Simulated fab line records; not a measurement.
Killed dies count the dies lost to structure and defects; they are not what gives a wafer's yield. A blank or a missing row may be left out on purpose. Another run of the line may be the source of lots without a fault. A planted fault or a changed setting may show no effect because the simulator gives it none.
8D (eight disciplines) problem report, filled in by code	flow gf180mcu	the parts of the form that need people (team, actions taken, sign-off) are left out

== 1. PROBLEM STATEMENT ==
At GF_M1_DEVELOP_13, developer_temp_C averages 20.08 C over 6 wafers from 2 lots, while fault-free wafers read 21.00 C, standard deviation 0.1. Relative to the usual mean, that is a shift of -9.2 standard deviations.
The step: develop time 60 s.
The first sign was on wafer L861.2 at day 20 10:44, on litho_track-03. At this step, 42 wafers from 14 lots have a number in the record. The rule behind "out" and "out of limits": a value lying over 4 standard deviations away from the usual mean. The rest of the wafers with a number are treated as sound.

== 2. WHAT IT IS, WHAT IT ISN'T ==
question	is	is not
which readings at this step	developer_temp_C	-
which lots	L861, L863	L852, L853, L855, L856, L857, L859, L860, L871, L872, L873, L874, L875
which wafers of those lots	all that have a number	-
read on which tools	litho_track-03	litho_track-02, litho_track-04
when	from day 20 10:44	up to then (21 sound wafers); but 15 sound wafers of L871, L872, L873, L874, L875 came after

== 3. SUSPECTS, AND WHAT RULES EACH OUT ==
Counting: a tool stays on the suspect list if, at a process step up to the reading, it processed all lots that are out and no sound lot following the first of them.
- litho_track-03 at GF_M1_DEVELOP_13 (develop time 60 s): ruled out as a lasting fault. After its first lot that is out, L861 (day 20 10:44), sound lots L872 ran on it.
Left after counting: nothing in the record.

== 4. THE CAUSE (what the simulator had put in) ==
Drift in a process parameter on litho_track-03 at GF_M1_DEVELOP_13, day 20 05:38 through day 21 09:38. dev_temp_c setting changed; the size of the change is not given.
Counting ruled it out, wrongly.

== 5. SEQUENCE OF EFFECTS, ordered by route ==
Each row: a reading whose mean over the struck wafers that have a number lies more than 3 standard deviations from the usual. Only readings whose record carries a usual standard deviation are examined. hours: median over the lots of the time between each lot's start at the first step of this table that gives one and its start at this step. sigmas: the change, counted in usual standard deviations.
hours	step	reading	usual	on struck wafers	change	sigmas
0	GF_M1_DEVELOP_13	developer_temp_C	21.00 C	20.08	-0.92	-9.2
Its process steps:
- GF_M1_DEVELOP_13: develop time 60 s.

== 6. HOW IT WOULD HAVE BEEN CAUGHT EARLIER ==
First out-of-limits reading in this record: day 20 10:44, which is 5 hours after fault onset at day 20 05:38.
